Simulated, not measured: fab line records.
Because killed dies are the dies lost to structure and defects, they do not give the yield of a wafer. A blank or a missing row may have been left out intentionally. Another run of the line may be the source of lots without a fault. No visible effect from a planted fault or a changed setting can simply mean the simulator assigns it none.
Which of the tools did it? -- flow gf180mcu -- 6 lots with 18 wafers sampled at 3 steps, on a route of 602 steps

## WHAT EACH GAUGE READ, for each wafer
GF_LVPWELL_TW_MEAS_11.
lot,measured,on,LVPWELL_TW
L709,day 4 09:07,filmMetro-04,555 554 552
L712,day 5 00:49,filmMetro-02,558 562 563
L714,day 5 11:52,filmMetro-03,552 551 549
L716,day 6 01:16,filmMetro-02,567 564 563
L719,day 6 16:11,filmMetro-04,554 557 556
L728,day 8 20:19,filmMetro-03,551 553 550

## EACH LOT AND THE TOOL THAT RAN IT (in order: tool; ch and the chambers of the sampled wafers; start)
lot,GF_NWELL_STRIP_10,GF_LVPWELL_STRIP_10
L709,"plasmaAsher-04 ch 0,1, day 3 19:07","plasmaAsher-03 ch 0,1, day 4 09:02"
L712,"plasmaAsher-02 ch 0,1, day 4 11:13","plasmaAsher-02 ch 0,1, day 5 00:43"
L714,"plasmaAsher-03 ch 0,1, day 4 21:02","plasmaAsher-02 ch 0, day 5 11:46"
L716,"plasmaAsher-03 ch 0,1, day 5 09:55","plasmaAsher-03 ch 0,1, day 6 01:10"
L719,"plasmaAsher-02 ch 0,1, day 6 00:32","plasmaAsher-01 ch 0,1, day 6 16:05"
L728,"plasmaAsher-02 ch 0,1, day 8 03:37","plasmaAsher-01 ch 0,1, day 8 20:13"
- GF_NWELL_STRIP_10: strips in O2/N2.
- GF_LVPWELL_STRIP_10: strips in O2/N2.

## THE ANSWER, worked out from the rows above alone
Rule: the usual values come from the lots themselves. The widest of any qualifying gaps counts: lots, ordered by their means at a reading, are off when they make up no more than a third of the lots, leave a main group of 4 or more, and stand apart from it by 3 or more times the standard deviation of that group's means. The tables above print the reading to a certain number of digits; a main group whose means all agree to those digits is not used. Also off: a lot with no number at a reading for which 4 or more lots have one. Where the step has rows for the other lots, those lots are counted as sound.
No lot is off at any reading shown: from this, nothing can be told.

## WHAT THE SIMULATOR HAD INSERTED
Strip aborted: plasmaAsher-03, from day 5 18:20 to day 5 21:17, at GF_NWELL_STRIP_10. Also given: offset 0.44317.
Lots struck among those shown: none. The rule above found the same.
